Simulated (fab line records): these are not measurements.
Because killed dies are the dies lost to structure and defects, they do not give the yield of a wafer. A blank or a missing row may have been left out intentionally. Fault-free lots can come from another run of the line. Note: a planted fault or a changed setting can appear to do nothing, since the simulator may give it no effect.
One fault through the eyes of 2 desks -- flow gf180mcu -- each desk holds nothing but its own numbers, with what lay behind them at the end

THE METROLOGY DESK
What the gauges read, lot by lot, whatever tool the lot ran on: means of the sampled wafers that have a number. A lot is out of limits, marked OUT, if its mean lies more than 4 standard deviations from the usual mean; the brackets give that distance.
Columns: A = MIM_ALCU_RS at GF_MIM_RS_MEAS_10, usual 0.1599 ohm/sq
lot,first seen here,A
L193,day 24 07:15,0.1609
L194,day 24 17:43,0.1586
L195,day 25 03:04,0.1635
L197,day 25 21:40,0.1627
L199,day 26 12:59,0.1582
L201,day 27 07:15,0.1612
L202,day 27 16:39,0.1577
L203,day 28 00:07,0.1596
L206,day 28 16:00,0.1598
L211,day 29 22:14,0.1573
L214,day 31 00:23,0.1603
L215,day 31 04:36,0.1598
Finding of this desk: none of the 12 lots has anything out of limits.

THE TOOL OWNER'S DESK: cmp-02
The tool's own readings at GF_V4_CMP_04 (polishes SiO2): means of the sampled wafers that have a number, for each lot that ran on this tool. A lot is out of limits, marked OUT, if its mean lies more than 4 standard deviations from the usual mean; the brackets give that distance.
Columns: A = motorCurrentA at GF_V4_CMP_04, usual 12.7 A; B = slurryFlowMlMin at GF_V4_CMP_04, usual 150.1; C = timeToEndpointS at GF_V4_CMP_04, usual 78 s
lot,first seen here,A,B,C
L195,day 24 02:58,12.9,150.0,78
L197,day 24 22:13,12.4,150.2,75
L202,day 26 17:31,13.5,150.1,81
L203,day 27 01:45,14.1,150.2,77
L206,day 27 17:43,14.3,150.1,79
L211,day 29 01:08,13.1,150.2,79
Finding of this desk: none of the 6 lots has anything out of limits.

TAKEN TOGETHER
Metrology desk: nothing out of limits seen.
The desk of the tool owner found nothing out of limits.

WHAT THE SIMULATOR PUT IN
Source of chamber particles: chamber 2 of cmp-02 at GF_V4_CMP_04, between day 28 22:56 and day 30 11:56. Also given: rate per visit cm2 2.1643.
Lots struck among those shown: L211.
